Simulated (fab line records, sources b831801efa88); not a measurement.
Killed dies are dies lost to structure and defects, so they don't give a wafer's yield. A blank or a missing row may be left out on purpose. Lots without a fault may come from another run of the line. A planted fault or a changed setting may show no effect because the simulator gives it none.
Which tool did it? | flow sky130 | 12 lots, 36 wafers sampled, at 1 step of a route of 708

WHAT THE GAUGES READ, wafer by wafer
SKY_NWELL_TW_MEAS_15.
lot  | measured     | on            | NWELL_TW
L075 | day 4 23:43  | film_metro-03 | 1827 1829 1824
L077 | day 5 08:06  | film_metro-02 | 1831 1825 1821
L079 | day 5 22:58  | film_metro-01 | 1853 1848 1859
L081 | day 6 08:25  | film_metro-02 | 1838 1830 1828
L083 | day 6 18:25  | film_metro-02 | 1823 1819 1815
L085 | day 7 07:57  | film_metro-02 | 1835 1831 1831
L087 | day 7 23:30  | film_metro-01 | 1879 1874 1869
L089 | day 8 08:18  | film_metro-03 | 1823 1822 1822
L091 | day 8 15:48  | film_metro-02 | 1817 1827 1824
L093 | day 9 05:27  | film_metro-02 | 1816 1822 1823
L095 | day 9 14:59  | film_metro-03 | 1799 1805 1812
L097 | day 10 07:30 | film_metro-02 | 1833 1825 1838

WHICH TOOL RAN EACH LOT (tool, then ch and the chambers of the sampled wafers, then the start)
The record holds no process step before these readings.

THE ANSWER, worked out from the rows above alone
Rule: what is usual is taken from the lots themselves. Put in order of their means at a reading, lots are off if they are a third of the lots or fewer, leave a main group of 4 or more, and stand apart from it by a gap of 3 or more times the standard deviation of the main group's means; of several such gaps the widest counts. A main group whose means are all the same, to the digits that the tables above print for the reading, isn't used. A lot without any number at a reading at which 4 lots or more have one is off too. The other lots that the step has rows for count as sound.
No lot is off at any reading shown: from this, nothing can be told.

WHAT THE SIMULATOR HAD PUT IN
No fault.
